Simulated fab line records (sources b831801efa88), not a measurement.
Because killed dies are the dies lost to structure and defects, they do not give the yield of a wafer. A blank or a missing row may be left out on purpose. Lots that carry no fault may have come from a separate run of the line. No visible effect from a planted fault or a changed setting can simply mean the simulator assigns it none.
A struck lot beside a sound one    flow gf180mcu    15 steps out of a route of 602
Sound: wafers L287.2, L287.5, L287.6. The struck wafers were L284.3, L284.4, L284.5. At the end, the cause is stated.
Each step with rows lists, per side, the tool, then ch with its chambers, then its first start. Under that, the readings that differ: sound wafers    struck wafers    difference of the means    sigmas: that difference in standard deviations of wafers without a fault.
alike: a reading whose means differ by less than 2 such deviations, as well as words and numbers matching on both sides. not compared: withheld readings; readings where some wafer has no value; bounds like >300 that might hide an equal value; numbers whose values overlap and for which the record gives no deviation.
The two part at a step that has a row with sigmas, a row that says differs or no value, or rows on one side only. Numbers that don't overlap but have no deviation are shown without sigmas and don't part them. A reading missing from all wafers of one side parts the sides only when that side holds two or more wafers.

first, 8 steps without rows for these wafers: GF_V5_DEHYDRATE_06 (time 60 s); GF_V5_HMDS_07 (prime time 60 s); GF_V5_COAT_08; GF_V5_COAT_09 (resist thk 1000 nm); GF_V5_SOFTBAKE_10 (time 60 s); GF_V5_EXPOSE_11 (exposes mask Via5, target cd 260 nm); GF_V5_PEB_12 (peb time 90 s); GF_V5_DEVELOP_13 (develop time 60 s).
GF_V5_CD_MEAS_14: the cd target is 260 nm.
  sound on cd sem-01 at day 32 20:41; struck on cd sem-02 at day 32 08:58
reading     sound              struck             difference  sigmas
cd nm (nm)  258.8 258.2 257.7  261.2 261.9 260.9  +3.1        +2
GF_V5_OVL_MEAS_15:
  sound on overlay-02 at day 32 20:48; struck on overlay-01 at day 32 09:04
  alike: V5_OVL
GF_V5_ETCH_16: etches BARC in N2/H2.
  sound on rie diel-02 ch 0,1, day 32 20:50; struck on rie diel-03 ch 1,3, day 32 09:05
  alike: chamber pressure mTorr, drypump motor current A, oes product au, throttle valve pct
GF_V5_ETCH_17: etches SiO2 in C4F8/O2/Ar, stops on TiN, target depth 855 nm.
  sound on rie diel-02 ch 0,1; struck on rie diel-03 ch 1,3
  alike: chamber pressure mTorr, oes product au
GF_V5_STRIP_18: strips in O2/N2.
  sound on plasma asher-04 ch 0,1, day 32 20:59; struck on plasma asher-03 ch 0,1, day 32 09:16
  no value came back on the struck wafers for any of 5 readings (chamber pressure mTorr (mTorr), drypump motor current A (A) and others); on the sound wafers chamber pressure mTorr (mTorr) reads 1498.5 1499.8 1500.8
  not compared: rf hours counter h
then, 1 step without rows for these wafers: GF_V5_STRIP_19 (strips in post etch residue remover, time 1200 s).
GF_PASSIVATION_PROBE_99:
  the record has rows for the struck wafers here (prober-02, day 33 22:35) and none for the sound ones

WHERE THEY PART
Last at GF_PASSIVATION_PROBE_99 as far as this record goes, first at GF_V5_CD_MEAS_14.

WHY: what had been put in by the simulator
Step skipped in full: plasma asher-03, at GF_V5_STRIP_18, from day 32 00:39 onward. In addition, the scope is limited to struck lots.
